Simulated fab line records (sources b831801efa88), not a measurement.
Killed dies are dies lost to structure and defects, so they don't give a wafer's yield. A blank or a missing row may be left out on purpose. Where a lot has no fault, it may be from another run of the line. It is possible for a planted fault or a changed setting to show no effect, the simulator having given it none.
Which of the tools did it? ; flow gf180mcu ; Sampling: 11 lots, 32 wafers, 3 of 602 route steps

WHAT EACH GAUGE READ, for each wafer
GF_V1_RS_MEAS_24: measures by four-point-probe.
lot;measured;on;V1_W_RS (ohm/sq)
L478;day 17 21:35;film_metro-02;0.335 0.327 0.331
L479;day 18 00:41;film_metro-04;0.333 0.330 0.325
L481;day 19 03:34;film_metro-02;0.322 0.324 0.322
L482;day 19 12:50;film_metro-04;0.332 0.321 0.325
L483;day 19 20:02;film_metro-04;0.329 0.332 0.331
L485;day 20 17:23;film_metro-02;0.318 0.314 0.315
L487;day 21 08:19;film_metro-02;0.326 0.329 0.328
L489;day 21 23:22;film_metro-04;0.320 0.319 0.329
L490;day 22 19:28;film_metro-04;0.329 0.331 0.332
L491;day 23 00:49;film_metro-01;0.330 0.333 0.334
L501;day 26 10:40;film_metro-02;0.238 0.237

EACH LOT AND THE TOOL THAT RAN IT (in order: tool; ch and the chambers of the sampled wafers; start)
lot;GF_M1_SPUTTER_04;GF_V1_CVD_23
L478;pvd_sputter-04, day 15 21:58;cvd_w-02 ch 0,1, day 17 21:28
L479;pvd_sputter-03, day 16 01:13;cvd_w-02 ch 0,1, day 18 00:33
L481;pvd_sputter-03, day 17 03:08;cvd_w-01 ch 0,1, day 19 03:27
L482;pvd_sputter-02, day 17 10:40;cvd_w-02 ch 0,1, day 19 12:43
L483;pvd_sputter-04, day 17 17:26;cvd_w-01 ch 0,1, day 19 19:55
L485;pvd_sputter-02, day 18 13:34;cvd_w-02 ch 0, day 20 17:10
L487;pvd_sputter-04, day 19 04:32;cvd_w-01 ch 0,1, day 21 08:12
L489;pvd_sputter-04, day 19 21:12;cvd_w-02 ch 0,1, day 21 23:14
L490;pvd_sputter-04, day 20 17:18;cvd_w-01 ch 0,1, day 22 19:21
L491;pvd_sputter-03, day 20 23:16;cvd_w-01 ch 0,1, day 23 00:42
L501;pvd_sputter-03, day 24 12:49;cvd_w-02 ch 0, day 26 10:32
- GF_M1_SPUTTER_04: material TiN, target thk 50 nm, time 41.7 s.
- GF_V1_CVD_23: deposits W, target thk 350 nm, time 105.05 s.

THE ANSWER, worked out from the rows above alone
Rule: the usual values come from the lots themselves. The widest of any qualifying gaps counts: lots, ordered by their means at a reading, are off when they make up no more than a third of the lots, leave a main group of 4 or more, and stand apart from it by 3 or more times the standard deviation of that group's means. The tables above print the reading to a certain number of digits; a main group whose means all agree to those digits is not used. A lot without any number at a reading at which 4 lots or more have one is off too. The other lots that the step has rows for count as sound.
Off: L501, seen at GF_V1_RS_MEAS_24 (V1_W_RS). Main group: mean 0.327 ohm/sq, sd 0.0049.
If a tool, at a process step before that reading, ran all the lots that are off and no sound lot after the first of them, it fits. Those tools and the gauges at GF_V1_RS_MEAS_24 are tried in the same way. Can't be told from this: 3 tools fit, pvd_sputter-03 at GF_M1_SPUTTER_04, cvd_w-02 at GF_V1_CVD_23, film_metro-02 at GF_V1_RS_MEAS_24.

WHAT THE SIMULATOR HAD INSERTED
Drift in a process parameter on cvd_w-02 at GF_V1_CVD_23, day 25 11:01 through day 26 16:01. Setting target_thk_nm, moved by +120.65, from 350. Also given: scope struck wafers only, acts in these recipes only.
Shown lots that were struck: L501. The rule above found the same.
